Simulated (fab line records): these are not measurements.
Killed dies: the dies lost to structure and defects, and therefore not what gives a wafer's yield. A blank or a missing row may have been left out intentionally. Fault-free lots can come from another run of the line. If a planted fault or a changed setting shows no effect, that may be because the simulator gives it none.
Matching of chambers ; flow gf180mcu ; GF_STI_CMP_25 on cmp-01: 4 sister chambers
The step polishes, stops on Si3N4, t overpolish 33 s, target thk 524.6 nm. 8 wafers are shown with their chamber, then 8 later ones without.

EACH WAFER AND ITS CHAMBER
wafer;chamber;motor-current-A (A);time-to-endpoint-s (s)
L531.1;1;13.3;123
L534.4;2;13.7;126
L535.4;1;13.5;121
L535.5;3;12.4;127
L535.6;0;11.7;121
L539.1;0;11.3;123
L539.5;2;14.5;123
L539.6;3;12.6;116

WAFERS MISSING THEIR CHAMBER
wafer;motor-current-A (A);time-to-endpoint-s (s)
L540.1;13.1;116
L540.2;11.8;119
L540.4;13.8;126
L542.2;13.9;127
L542.4;11.1;112
L542.6;12.2;119
L544.4;12.9;109
L544.6;13.2;123

CHAMBER TAKEN BY EACH
wafer;from the rows above;in truth
L540.1;can't be placed: 1 or 3 or 2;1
L540.2;can't be placed: 0 or 3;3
L540.4;can't be placed: 2 or 1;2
L542.2;can't be placed: 2 or 1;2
L542.4;0;0
L542.6;can't be placed: 3 or 0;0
L544.4;can't be placed: 3 or 1 or 2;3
L544.6;can't be placed: 1 or 3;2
Placed correctly: 1 of 8. These rows do not allow placing 7 (true chamber among the candidates in 6). Wrongly placed: 0.
How it was worked out, from the rows above alone: a wafer's distance from a chamber is the root of the sum, over the readings, of the square of ((its reading less the chamber's mean) divided by the reading's scatter). If the next closest chamber is less than 2 further off than the closest, the wafer can't be placed; otherwise it belongs to the closest. A chamber's mean is the mean of its shown wafers. The scatter: the root of (the sum of the squares of (reading less its chamber's mean) over the shown wafers, divided by (wafers less chambers)).
